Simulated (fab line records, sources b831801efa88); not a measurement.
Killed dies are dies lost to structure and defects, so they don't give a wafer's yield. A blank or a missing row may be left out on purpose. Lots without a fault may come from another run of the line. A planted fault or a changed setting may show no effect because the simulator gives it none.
One fault seen from 2 desks | flow sfq_line | each desk has only its own numbers; what lay behind them comes last

THE TOOL OWNER'S DESK: pecvd-02
The tool's own readings at SFQ_TRILAYER_I6_DEP_PECVD_165 (deposits SiO2 from SiH4/N2O, time 111.11 s, target thk 500 nm): means of the sampled wafers that have a number, for each lot that ran on this tool. A lot is out of limits, marked OUT, if its mean lies more than 4 standard deviations from the usual mean; the brackets give that distance.
Columns: A = heater_power_w at SFQ_TRILAYER_I6_DEP_PECVD_165, usual 91 W; B = rf_fwd_power_W at SFQ_TRILAYER_I6_DEP_PECVD_165, usual 182.2 W; C = run_length_s at SFQ_TRILAYER_I6_DEP_PECVD_165, usual 139.1 s; D = susceptor_temp_C at SFQ_TRILAYER_I6_DEP_PECVD_165, usual 150.01 C; E = throttle_valve_pct at SFQ_TRILAYER_I6_DEP_PECVD_165, usual 24.5 %
lot  | first seen here | A   | B     | C                | D      | E
L115 | day 65 13:42    | 102 | 182.4 | 139.5            | 149.99 | 24.8
L116 | day 70 17:24    | 95  | 182.3 | 139.3            | 150.12 | 24.2
L120 | day 71 07:32    | 106 | 181.9 | 139.4            | 150.23 | 24.9
L121 | day 71 09:56    | 100 | 182.6 | 139.3            | 149.88 | 25.2
L129 | day 76 00:23    | 98  | 182.3 | 135.5 (-6.7) OUT | 150.22 | 26.1
L130 | day 76 09:53    | 107 | 182.9 | 135.2 (-7.2) OUT | 150.05 | 23.9
This desk's finding: out of limits on L129, L130; first on L129, day 76 00:23 (run_length_s at SFQ_TRILAYER_I6_DEP_PECVD_165). In limits: L115, L116, L120, L121.

THE METROLOGY DESK
What the gauges read, lot by lot, whatever tool the lot ran on: means of the sampled wafers that have a number. A lot is out of limits, marked OUT, if its mean lies more than 4 standard deviations from the usual mean; the brackets give that distance.
Columns: A = M8_BOW at SFQ_M8_BOW_MEAS_951, usual 6 um
lot  | first seen here | A
L115 | day 75 06:49    | -7
L116 | day 76 00:50    | 13
L117 | day 76 14:59    | 22
L118 | day 76 18:35    | 11
L119 | day 77 02:34    | -6
L120 | day 77 17:56    | 11
L121 | day 77 19:07    | -6
L129 | day 85 20:45    | 10
L130 | day 86 00:20    | 22
L131 | day 87 15:08    | -6
L133 | day 88 12:08    | 19
L135 | day 90 13:21    | 22
L136 | day 90 20:32    | 1
L137 | day 90 21:45    | 2
This desk's finding: nothing out of limits on any of the 14 lots.

PUT TOGETHER
The tool owner's desk could have raised an alarm at day 76 00:23, on L129, L130.
The metrology desk saw nothing out of limits.
The metrology desk has L129, L130 on record, within its limits.
Of the lots named, all ran SFQ_TRILAYER_I6_DEP_PECVD_165 on pecvd-02.

WHAT THE SIMULATOR HAD PUT IN
Process parameter drift: pecvd-02, from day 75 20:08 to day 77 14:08, at SFQ_TRILAYER_I6_DEP_PECVD_165. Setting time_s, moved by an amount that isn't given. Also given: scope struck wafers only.
Lots struck among those shown: L129, L130.
Hours from the fault's start to each desk's first reading out of limits: the tool owner's desk, 4.
